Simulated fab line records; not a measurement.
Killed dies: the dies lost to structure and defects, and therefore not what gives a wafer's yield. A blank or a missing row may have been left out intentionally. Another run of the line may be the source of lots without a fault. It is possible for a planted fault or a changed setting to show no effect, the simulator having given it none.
fab line records	flow sky130
record: lots: 6	wafers: 18	last_day: 50
route steps=708 shown CAP2M@620 METAL4@621
lots that met no fault: taken from a fault-free run of the same line
start_h: hours from the record's first day to the start of the lot's first wafer shown	wait_h: hours from the lot's prior step to this one	" identical to the entry in the row above	L1.1+2: a single row standing in for several wafers	- value missing, or start not given	* or withheld: withheld	< > ~ a bound
route shown NAME@n: NAME is a module with steps in the file, n the number in the route of the first one	usual: mean and standard deviation over wafers with no fault	same: alike in all rows	chamber/n: place in a boat	sites: the reading at each site	_std_site: the standard deviation of these	_edge_site: inner sites' mean taken away from outer sites' mean	radius_mm: how far each site lies from the wafer's centre	mask NAME#n: copy n	behind: the last tool/chamber to shape the wafer	hold: reason for holding the lot/hours on hold/outcome of the hold	device: names the non-switching transistor (n, p or np)	end of line: tests run on the same wafers once the route is complete	a step with no rows: only its recipe	killed: dies lost to structure and defects at the first sort, not the wafer's yield	map: a wafer's dies, marking killed ones x, the rest . and places with no die _
set.NAME: setting as actually run; set.NAME@STEP: the setting as run at that earlier step	model.NAME: the simulator's own value behind a step, which no gauge read
lots at some steps of the route; a table a step, a row a wafer
services: the hour from which a tool's chamber was out of use, counted from the record's first day as start_h (under 0 if before that day), plus the number of hours and why
== steps ==
step: SKY_CAP2M_CLEAN_17
recipe: chemistry: O3/DIW	dry: n2_spin
step: SKY_METAL4_DEHYDRATE_05
recipe: temp_c: 200	time_s: 60
step: SKY_METAL4_HMDS_06
recipe: prime_time_s: 60	prime_temp_c: 120
step: SKY_METAL4_COAT_07
recipe: resist: BARC	temp_c: withheld	time_s: withheld	spin_rpm: 3000	resist_thk_nm: 60
step: SKY_METAL4_COAT_08
recipe: resist: KrF-thick	spin_rpm: 3000	resist_thk_nm: 1140
step: SKY_METAL4_SOFTBAKE_09
recipe: temp_c: 100	time_s: 90	resist: KrF-thick
step: SKY_METAL4_EXPOSE_10
recipe: mask_id: MM4	na: 0.68	source_shape: annular	sigma_inner: 0.4	sigma_outer: 0.8	target_cd_nm: 300	dose_mj: 28
step: SKY_METAL4_PEB_11
recipe: peb_temp_c: withheld	peb_time_s: withheld	resist: KrF-thick
step: SKY_METAL4_DEVELOP_12
recipe: develop_time_s: 60	resist: KrF-thick	dev_temp_c: 21
step: SKY_METAL4_CD_MEAS_13
recipe: target_cd_nm: 300
usual: cd_nm: 300.0/1.4
lot.wafer	tool	chamber	start_h	wait_h	cd_nm
L822.1	cd_sem-02	-	981.33	-	301.6
L822.2	"	-	"	"	301.1
L822.6	"	-	"	"	301.2
L826.2	cd_sem-02	-	1010.79	-	298.8
L826.4	"	-	"	"	300.0
L826.5	"	-	"	"	299.1
L828.2	cd_sem-01	-	1029.70	-	299.6
L828.3	"	-	"	"	299.3
L828.5	"	-	"	"	299.4
L830.1	cd_sem-02	-	1037.72	-	300.1
L830.2	"	-	"	"	298.4
L830.3	"	-	"	"	299.0
L840.4	cd_sem-02	-	1128.19	-	300.0
L840.5	"	-	"	"	301.3
L840.6	"	-	"	"	299.1
L843.2	cd_sem-02	-	1129.10	-	299.0
L843.4	"	-	"	"	297.8
L843.5	"	-	"	"	298.8
step: SKY_METAL4_OVL_MEAS_14
usual: METAL4_OVL: -1/5.1
lot.wafer	tool	chamber	start_h	wait_h	METAL4_OVL[nm]
L822.1	overlay-02	-	981.45	0.1	-5
L822.2	"	-	"	"	-2
L822.6	"	-	"	"	-2
L826.2	overlay-02	-	1010.90	0.1	5
L826.4	"	-	"	"	3
L826.5	"	-	"	"	6
L828.2	overlay-02	-	1029.81	0.1	1
L828.3	"	-	"	"	-1
L828.5	"	-	"	"	-3
L830.1	overlay-02	-	1037.84	0.1	-9
L830.2	"	-	"	"	-10
L830.3	"	-	"	"	-1
L840.4	overlay-01	-	1128.26	0.1	2
L840.5	"	-	"	"	-2
L840.6	"	-	"	"	-8
L843.2	overlay-01	-	1129.20	0.1	-5
L843.4	"	-	"	"	-4
L843.5	"	-	"	"	-1
step: SKY_METAL4_DESCUM_15
recipe: chemistry: O2	source_power_w: 150	bias_power_w: 0	pressure_mtorr: 10	temp_c: 40	time_s: 8
usual: drypump_motor_current_A: 6.0/0.47	oes_product_au: 1.000/0.0098	rf_fwd_power_W: 147.0/0.81
lot.wafer	tool	chamber	start_h	wait_h	drypump_motor_current_A	oes_product_au	rf_fwd_power_W	rf_hours_counter_h
L822.1	rie_metal-04	1	981.49	0.0	5.7	1.007	148.1	5
L822.2	"	0	"	"	5.7	0.987	146.3	15
L822.6	"	1	"	"	5.7	1.006	147.3	-
L826.2	rie_metal-03	1	1010.93	0.0	6.8	0.996	147.9	13
L826.4	"	1	"	"	6.8	1.001	147.5	-
L826.5	"	0	"	"	6.1	0.998	147.2	-
L828.2	rie_metal-03	1	1029.84	0.0	6.8	1.000	147.1	15
L828.3	"	1	"	"	6.8	0.996	147.0	-
L828.5	"	0	"	"	6.1	0.996	146.1	-
L830.1	rie_metal-03	1	1037.88	0.0	6.8	0.995	147.7	15
L830.2	"	0	"	"	6.1	0.998	145.9	5
L830.3	"	1	"	"	6.8	1.005	147.7	-
L840.4	rie_metal-04	1	1128.29	0.0	5.7	1.015	148.0	-
L840.5	"	1	"	"	5.7	1.010	148.2	-
L840.6	"	0	"	"	5.7	0.985	146.0	-
L843.2	rie_metal-03	0	1129.23	0.0	6.1	0.998	145.8	11
L843.4	"	0	"	"	6.1	0.991	146.2	-
L843.5	"	1	"	"	6.8	1.006	147.2	-
step: SKY_METAL4_ETCH_16
recipe: chemistry: N2/H2	target: BARC	ion_energy_ev: 200	bias_w: 100	pressure_mtorr: 30	n2_flow_sccm: 100	h2_flow_sccm: 200	icp_w: 500	stop_on: SiO2	time_s: 88.2	target_depth_a: 600
usual: bias_w: 100.1/0.35	drypump_motor_current_A: 6.0/0.47	h2_flow_sccm: 200.0/0.59	oes_product_au: 0.626/0.0046	rf_fwd_power_W: 496.3/2.1	throttle_valve_pct: 13.204/0.0086
lot.wafer	tool	chamber	start_h	wait_h	bias_w	drypump_motor_current_A	h2_flow_sccm	oes_product_au	rf_fwd_power_W	rf_hours_counter_h	throttle_valve_pct	model.SiO2_of_CAP2M_CVD_00.thk_nm
L822.1	rie_metal-04	1	981.52	0.0	100.1	5.7	200.3	0.628	494.9	5	13.193	15.54
L822.2	"	0	"	"	100.4	5.7	199.7	0.625	494.8	15	13.212	15.32
L822.6	"	1	"	"	100.2	5.7	200.1	0.626	495.6	-	13.193	15.79
L826.2	rie_metal-03	1	1010.96	0.0	100.1	6.8	200.6	0.613	500.3	13	13.218	15.24
L826.4	"	1	"	"	100.3	6.8	201.1	0.621	498.3	-	13.210	15.43
L826.5	"	0	"	"	100.3	6.1	199.7	0.624	493.0	-	13.191	15.35
L828.2	rie_metal-03	1	1029.87	0.0	106.2	6.8	200.4	0.623	497.9	15	13.199	15.31
L828.3	"	1	"	"	105.8	6.8	201.1	0.621	496.9	-	13.208	15.4
L828.5	"	0	"	"	105.9	6.1	200.2	0.628	496.6	-	13.199	15.9
L830.1	rie_metal-03	1	1037.91	0.0	105.9	6.8	200.5	0.620	497.4	15	13.216	15.18
L830.2	"	0	"	"	106.1	6.1	200.8	0.628	496.2	5	13.200	15.31
L830.3	"	1	"	"	105.6	6.8	200.0	0.626	496.8	-	13.185	15.28
L840.4	rie_metal-04	1	1128.35	0.0	100.2	5.7	200.2	0.630	498.7	-	13.224	15.58
L840.5	"	1	"	"	100.3	5.7	200.3	0.624	498.2	-	13.193	15.29
L840.6	"	0	"	"	99.8	5.7	199.6	0.627	493.7	-	13.191	15.48
L843.2	rie_metal-03	0	1129.26	0.0	99.8	6.1	199.4	0.628	496.5	11	13.202	15.43
L843.4	"	0	"	"	99.4	6.1	200.3	0.631	494.4	-	13.197	15.64
L843.5	"	1	"	"	100.5	6.8	199.4	0.632	497.6	-	13.203	15.9
step: SKY_METAL4_ETCH_17
recipe: target: SiO2	stop_on: TiN	chemistry: C4F8/O2/Ar	source_w: 1500	bias_w: 1200	pressure_mtorr: 40	c4f8_flow_sccm: withheld	O2_flow_sccm: 6	Ar_flow_sccm: 300	time_s: 3.9	target_depth_a: 150
usual: bias_w: 1200/3.8	oes_product_au: 0.754/0.0072	rf_fwd_power_W: 1466/5.7
lot.wafer	tool	chamber	start_h	wait_h	bias_w	oes_product_au	rf_fwd_power_W	rf_hours_counter_h
L822.1	rie_diel-03	2	981.62	0.1	1207	0.754	1459	16
L822.2	"	1	"	"	1198	0.752	1460	15
L822.6	"	1	"	"	1202	0.763	1459	-
L826.2	rie_diel-01	2	1011.06	0.1	1197	0.747	1474	21
L826.4	"	3	"	"	1195	0.758	1461	-
L826.5	"	3	"	"	1199	0.749	1459	-
L828.2	rie_diel-02	1	1029.97	0.1	1195	0.750	1460	16
L828.3	"	0	"	"	1198	0.750	1474	8
L828.5	"	1	"	"	1196	0.762	1463	-
L830.1	rie_diel-02	2	1038.01	0.1	1194	0.743	1470	17
L830.2	"	1	"	"	1199	0.748	1463	16
L830.3	"	3	"	"	1196	0.744	1466	21
L840.4	rie_diel-02	1	1128.41	0.0	1200	0.757	1456	19
L840.5	"	1	"	"	1201	0.749	1458	-
L840.6	"	0	"	"	1197	0.751	1467	-
L843.2	rie_diel-03	2	1129.36	0.1	1196	0.750	1465	21
L843.4	"	3	"	"	1198	0.765	1464	10
L843.5	"	3	"	"	1196	0.775	1462	-
== services ==
tool	chamber	start_h	hours	kind
rie_diel-01	1	978.80	-	clean
rie_diel-01	1	978.80	-	consumable_replace:showerhead
rie_diel-01	1	978.80	19.7	scheduled_down
rie_diel-01	1	978.80	19.7	vent_cycle
rie_diel-01	0	998.45	-	clean
rie_diel-01	0	998.45	-	consumable_replace:showerhead
rie_diel-01	0	998.45	18.1	scheduled_down
rie_diel-01	0	998.45	18.1	vent_cycle
rie_diel-01	1	1005.26	24.7	repair
rie_diel-02	2	1006.47	5.0	repair
rie_metal-03	0	1012.86	16.2	repair
rie_diel-01	3	1029.71	4.7	repair
rie_diel-02	1	1039.14	9.0	repair
rie_diel-02	1	1065.98	9.5	repair
rie_diel-02	3	1082.83	8.9	repair
rie_diel-02	1	1083.22	3.3	repair
rie_diel-01	-	1086.42	0.2	repair
rie_metal-03	-	1103.27	0.6	repair
rie_diel-02	3	1125.21	2.5	repair
== key ==
first_sign: step: SKY_METAL4_ETCH_16	reading: bias_w	direction: up	sigmas: 17	usual: 100.1	struck: 105.9
effect none on later readings
model_effect: step: SKY_METAL4_ETCH_16	value: SiO2_of_CAP2M_CVD_00.thk_nm	without: 15.51	struck: 15.4
met_at SKY_METAL4_ETCH_16
struck_wafers L828.2,L828.3,L828.5,L830.1,L830.2,L830.3
onset_between 1010.96 1029.87
fault: kind: process_parameter_drift	tool: rie_metal-03	chamber: -	onset_h: 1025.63	steps: SKY_METAL4_ETCH_16	channel: bias_w	offset: 5.921	shape: step	end_h: 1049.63	acts_in: these_recipes_only	stated: 100
